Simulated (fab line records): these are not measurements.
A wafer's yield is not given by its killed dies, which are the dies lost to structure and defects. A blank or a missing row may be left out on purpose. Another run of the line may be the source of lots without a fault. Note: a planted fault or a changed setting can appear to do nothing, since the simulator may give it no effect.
Chamber matching -- flow sfqLine -- 4 sister chambers for SFQ_TRILAYER_I0_CMP_CMP_028 on cmp-01
The step polishes SiO2. 4 wafers are shown with their chamber, then 8 later ones without.

## WAFERS PAIRED WITH THEIR CHAMBERS
wafer,chamber,motorCurrentA (A)
L613.3,0,10.9
L616.2,3,9.2
L616.6,1,10.9
L619.1,2,9.5

## WAFERS MISSING THEIR CHAMBER
wafer,motorCurrentA (A)
L619.2,9.4
L619.5,11.1
L621.4,9.7
L621.2,10.7
L621.3,9.4
L623.1,9.9
L623.3,11.1
L623.6,10.2

## WHICH CHAMBER EACH ONE RAN IN
wafer,from the rows above,in truth
L619.2,can't be placed: 2 or 3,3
L619.5,can't be placed: 0 or 1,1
L621.4,can't be placed: 2 or 3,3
L621.2,can't be placed: 0 or 1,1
L621.3,can't be placed: 2 or 3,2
L623.1,can't be placed: 2 or 3 or 0 or 1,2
L623.3,can't be placed: 0 or 1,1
L623.6,can't be placed: 2 or 0 or 1 or 3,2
Placed correctly: 0 of 8. Unplaceable from these rows: 8, with the true chamber sitting among the candidates in 8. 0 placed wrongly.
How it was worked out, from the rows above alone: a wafer's distance from a chamber is the root of the sum, over the readings, of the square of ((its reading less the chamber's mean) divided by the reading's scatter). If the next closest chamber is less than 2 further off than the closest, the wafer can't be placed; otherwise it belongs to the closest. Each chamber's mean is taken over the wafers shown for it. The scatter: with one shown wafer a chamber, the root of the mean of the squares of how far each hidden wafer lies from its nearest shown one.
